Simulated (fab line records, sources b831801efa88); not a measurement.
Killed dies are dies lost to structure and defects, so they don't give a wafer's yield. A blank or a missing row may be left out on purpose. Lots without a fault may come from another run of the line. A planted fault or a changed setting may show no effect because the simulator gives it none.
Which tool did it? | flow sky130 | 11 lots, 33 wafers sampled, at 4 steps of a route of 708

WHAT THE GAUGES READ, wafer by wafer
SKY_VIA4_OVL_MEAS_11. Usual: VIA4_OVL -0.5 nm, standard deviation 1.2.
lot  | measured     | on         | VIA4_OVL (nm)  | flag
L926 | day 43 09:18 | overlay-01 | -1.4 -1.6 -2.4 |
L929 | day 44 16:08 | overlay-02 | -0.2 0.3 0.4   |
L931 | day 44 16:48 | overlay-01 | 1.6 1.2 -0.2   |
L936 | day 46 11:32 | overlay-01 | -0.6 -1.0 -0.5 |
L940 | day 47 10:52 | overlay-01 | -2.1 -1.1 -0.4 |
L942 | day 47 15:06 | overlay-01 | 0.6 1.1 1.8    |
L943 | day 47 18:59 | overlay-01 | -2.0 -1.7 -1.4 |
L944 | day 48 02:53 | overlay-02 | 1.8 -0.9 0.0   |
L946 | day 48 09:49 | overlay-02 | 0.4 -0.6 0.9   |
L947 | day 48 16:21 | overlay-02 | 0.0 0.4 2.0    |
L948 | day 48 18:46 | overlay-02 | -0.2 -1.2 -1.4 |

WHICH TOOL RAN EACH LOT (tool, then ch and the chambers of the sampled wafers, then the start)
lot  | SKY_METAL4_ETCH_16                | SKY_METAL4_ETCH_17                 | SKY_VIA4_SOFTBAKE_07
L926 | rie_metal-03 ch 0,1, day 42 08:11 | rie_diel-02 ch 0,3, day 42 08:16   | litho_track-04 ch 0, day 42 21:41
L929 | rie_metal-04 ch 0,1, day 43 16:10 | rie_diel-02 ch 0,1, day 43 16:15   | litho_track-02 ch 0, day 44 04:35
L931 | rie_metal-02 ch 0,1, day 43 17:04 | rie_diel-02 ch 2,3, day 43 17:07   | litho_track-02 ch 0, day 44 06:08
L936 | rie_metal-02 ch 0,1, day 45 13:44 | rie_diel-04 ch 0,3, day 45 13:49   | litho_track-01 ch 0, day 46 00:38
L940 | rie_metal-03 ch 0,1, day 46 12:43 | rie_diel-01 ch 1,2, day 46 12:48   | litho_track-02 ch 0, day 47 00:17
L942 | rie_metal-04 ch 0,1, day 46 17:26 | rie_diel-01 ch 0,1,3, day 46 17:30 | litho_track-02 ch 0, day 47 05:05
L943 | rie_metal-03 ch 0,1, day 46 21:11 | rie_diel-02 ch 1,3, day 46 21:16   | litho_track-02 ch 0, day 47 09:11
L944 | rie_metal-03 ch 0,1, day 47 05:38 | rie_diel-01 ch 1,2, day 47 05:43   | litho_track-01 ch 0, day 47 17:05
L946 | rie_metal-02 ch 0,1, day 47 12:52 | rie_diel-01 ch 2,3, day 47 12:57   | litho_track-04 ch 0, day 47 23:52
L947 | rie_metal-03 ch 1, day 47 19:37   | rie_diel-02 ch 0,1, day 47 19:42   | litho_track-04 ch 0, day 48 07:02
L948 | rie_metal-04 ch 0,1, day 47 22:02 | rie_diel-01 ch 1,2,3, day 47 22:07 | litho_track-04 ch 0, day 48 09:22
- SKY_METAL4_ETCH_16: etches BARC in N2/H2, stops on SiO2, time 88.2 s, target depth 60 nm.
- SKY_METAL4_ETCH_17: etches SiO2 in C4F8/O2/Ar, stops on TiN, time 3.9 s, target depth 15 nm.
- SKY_VIA4_SOFTBAKE_07: time 60 s.

WHAT THE TOOLS THEMSELVES READ (means of the sampled wafers that have a number; where no wafer has one, the mark that the record gives instead)
SKY_METAL4_ETCH_16. Usual: chamber_pressure_mTorr 30.001 mTorr, standard deviation 0.029; drypump_motor_current_A 6.1 A, standard deviation 0.54; oes_product_au 0.626 a.u., standard deviation 0.0043; throttle_valve_pct 13.207 %, standard deviation 0.0094.
lot  | tool         | chamber_pressure_mTorr (mTorr) | drypump_motor_current_A (A) | oes_product_au (a.u.) | throttle_valve_pct (%) | flag
L926 | rie_metal-03 | 30.007                         | 6.5                         | 0.624                 | 13.211                 |
L929 | rie_metal-04 | 30.004                         | 6.0                         | 0.628                 | 13.205                 |
L931 | rie_metal-02 | 29.974                         | 5.3                         | 0.629                 | 13.204                 |
L936 | rie_metal-02 | 29.996                         | 5.3                         | 0.627                 | 13.202                 |
L940 | rie_metal-03 | 30.029                         | 6.5                         | 0.625                 | 13.209                 |
L942 | rie_metal-04 | 29.985                         | 6.0                         | 0.623                 | 13.192                 |
L943 | rie_metal-03 | 30.032                         | 6.5                         | 0.626                 | 13.201                 |
L944 | rie_metal-03 | 29.966                         | 6.5                         | 0.627                 | 13.208                 |
L946 | rie_metal-02 | 29.975                         | 5.3                         | 0.628                 | 13.200                 |
L947 | rie_metal-03 | 29.996                         | 6.7                         | 0.623                 | 13.201                 |
L948 | rie_metal-04 | 29.988                         | 5.9                         | 0.625                 | 13.211                 |

SKY_METAL4_ETCH_17. Usual: chamber_pressure_mTorr 40.00 mTorr, standard deviation 0.035; oes_product_au 0.755 a.u., standard deviation 0.0074.
lot  | tool        | chamber_pressure_mTorr (mTorr) | oes_product_au (a.u.) | flag
L926 | rie_diel-02 | 40.03                          | 0.756                 |
L929 | rie_diel-02 | 40.01                          | 0.748                 |
L931 | rie_diel-02 | 40.00                          | 0.761                 |
L936 | rie_diel-04 | 40.02                          | 0.744                 |
L940 | rie_diel-01 | 39.99                          | 0.755                 |
L942 | rie_diel-01 | 40.00                          | 0.762                 |
L943 | rie_diel-02 | 39.98                          | 0.759                 |
L944 | rie_diel-01 | 40.00                          | 0.748                 |
L946 | rie_diel-01 | 40.02                          | 0.759                 |
L947 | rie_diel-02 | 39.98                          | 0.759                 |
L948 | rie_diel-01 | 40.01                          | 0.755                 |

SKY_VIA4_SOFTBAKE_07. Usual: exhaust_pa 45.1 Pa, standard deviation 0.93; plate_temp_C 90.02 C, standard deviation 0.11; run_length_s 89.01 s, standard deviation 0.13.
lot  | tool           | exhaust_pa (Pa) | plate_temp_C (C) | run_length_s (s) | flag
L926 | litho_track-04 | 45.3            | 90.01            | 88.93            |
L929 | litho_track-02 | 43.8            | 90.00            | 89.05            |
L931 | litho_track-02 | 46.5            | 89.95            | 89.05            |
L936 | litho_track-01 | 44.9            | 89.92            | 88.96            |
L940 | litho_track-02 | 45.1            | 90.09            | 89.08            |
L942 | litho_track-02 | 44.3            | 90.07            | 105.01           | OFF
L943 | litho_track-02 | 44.3            | 89.92            | 104.93           | OFF
L944 | litho_track-01 | 45.1            | 90.11            | 88.99            |
L946 | litho_track-04 | 44.6            | 90.07            | 89.11            |
L947 | litho_track-04 | 44.7            | 89.97            | 88.97            |
L948 | litho_track-04 | 45.1            | 90.04            | 89.07            |

THE ANSWER, worked out from the rows above alone
Rule: a lot is off if the mean of its wafers that have a number lies more than 3 standard deviations from the usual mean. A lot without any number at a reading at which 4 lots or more have one is off too. The other lots that the step has rows for count as sound. The gauges are gone through in route order, then the tools' own readings, and for those a lot's mean is taken as printed above. The first step at which some lot is off is used, and at that step the reading that is off furthest; a lot without a number counts as furthest.
Off: L942, L943, at SKY_VIA4_SOFTBAKE_07 (run_length_s).
A tool fits if, at that step or a process step before it, it ran every lot that is off, and no sound lot after the first of them. One fits: litho_track-02 at SKY_VIA4_SOFTBAKE_07. Its last sound lot is L940 (day 47 00:17), its first lot that is off L942 (day 47 05:05): a fault that began between those two fits.
The tool's own readings at SKY_VIA4_SOFTBAKE_07 bear it out: on the lots that are off they differ by more than 5 times the standard deviation of the sound lots' means. run_length_s reads 104.97 s there against 89.02 s on the sound lots.

WHAT THE SIMULATOR HAD PUT IN
Process parameter drift: litho_track-02, from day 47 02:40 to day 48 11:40, at SKY_VIA4_SOFTBAKE_07. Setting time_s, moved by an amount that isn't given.
Lots struck among those shown: L942, L943. The rule above found the same.
